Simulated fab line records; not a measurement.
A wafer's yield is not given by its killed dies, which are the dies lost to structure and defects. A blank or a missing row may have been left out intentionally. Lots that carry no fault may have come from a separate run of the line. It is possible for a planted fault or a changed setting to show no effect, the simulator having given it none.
Chamber matching | flow sfq line | SFQ_TRILAYER_A5B_CMP_CMP_130 on cmp-01 has 4 sister chambers
The step polishes, stops on Nb, target thk 340.7 nm. 16 wafers are shown with their chamber, then 8 later ones without.

== WAFERS PAIRED WITH THEIR CHAMBERS ==
wafer  | chamber | motor current A (A) | edge zone pressure frac | head pressure psi (psi)
L996.2 | 1       | 9.7                 | 1.007                   | 2.997
L996.3 | 3       | 10.6                | 0.993                   | 2.994
L996.4 | 0       | 8.5                 | 1.001                   | 2.992
L997.3 | 3       | 10.5                | 0.999                   | 2.991
L997.4 | 1       | 9.6                 | 1.000                   | 2.992
L997.6 | 3       | 10.4                | 0.998                   | 2.989
L999.1 | 2       | 9.5                 | 0.999                   | 2.999
L999.5 | 1       | 10.1                | 1.006                   | 2.997
L999.6 | 0       | 9.4                 | 0.992                   | 3.001
L102.1 | 3       | 10.2                | 1.003                   | 3.000
L102.5 | 2       | 9.6                 | 0.997                   | 2.994
L102.6 | 1       | 9.6                 | 1.000                   | 3.001
L103.1 | 0       | 9.1                 | 1.007                   | 3.003
L103.4 | 1       | 9.5                 | 1.004                   | 3.008
L103.5 | 3       | 10.1                | 0.993                   | 3.001
L107.3 | 3       | 10.2                | 0.999                   | 2.995

SIGNATURES (averages over the wafers above)
reading                 | chamber 0 | chamber 1 | chamber 2 | chamber 3 | scatter within a chamber
motor current A         | 9.000     | 9.700     | 9.550     | 10.333    | 0.264
edge zone pressure frac | 1.00000   | 1.00340   | 0.99800   | 0.99750   | 0.00442
head pressure psi       | 2.99867   | 2.99900   | 2.99650   | 2.99500   | 0.0053
Rule: a wafer's distance from a chamber is the root of the sum, over the readings, of the square of ((its reading less the chamber's mean) divided by the reading's scatter). If the next closest chamber is less than 2 further off than the closest, the wafer can't be placed; otherwise it belongs to the closest. The scatter: take each reading less its chamber's mean, square it, sum over the shown wafers, divide by the number of wafers less the number of chambers, and take the root.

== WAFERS WITHOUT THEIR CHAMBER ==
wafer  | motor current A (A) | edge zone pressure frac | head pressure psi (psi)
L107.5 | 10.1                | 1.004                   | 3.008
L107.6 | 9.9                 | 0.993                   | 2.996
L117.2 | 9.4                 | 0.999                   | 3.016
L117.1 | 9.9                 | 1.005                   | 3.008
L117.6 | 9.4                 | 0.993                   | 3.013
L119.2 | 9.8                 | 0.991                   | 2.999
L119.4 | 9.0                 | 1.011                   | 3.005
L119.5 | 10.8                | 0.992                   | 2.999

== CHAMBER TAKEN BY EACH ==
wafer  | from the rows above               | in truth
L107.5 | can't be placed: 1 or 3 or 2      | 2
L107.6 | can't be placed: 2 or 3 or 1      | 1
L117.2 | can't be placed: 1 or 0 or 2 or 3 | 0
L117.1 | can't be placed: 1 or 2 or 3      | 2
L117.6 | can't be placed: 2 or 0 or 1 or 3 | 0
L119.2 | can't be placed: 2 or 3 or 1 or 0 | 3
L119.4 | can't be placed: 0 or 1 or 2      | 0
L119.5 | 3                                 | 3
Correctly placed: 1 of 8. Can't be placed from these rows: 7 (the true chamber is among the candidates in 7). Wrongly placed: 0.
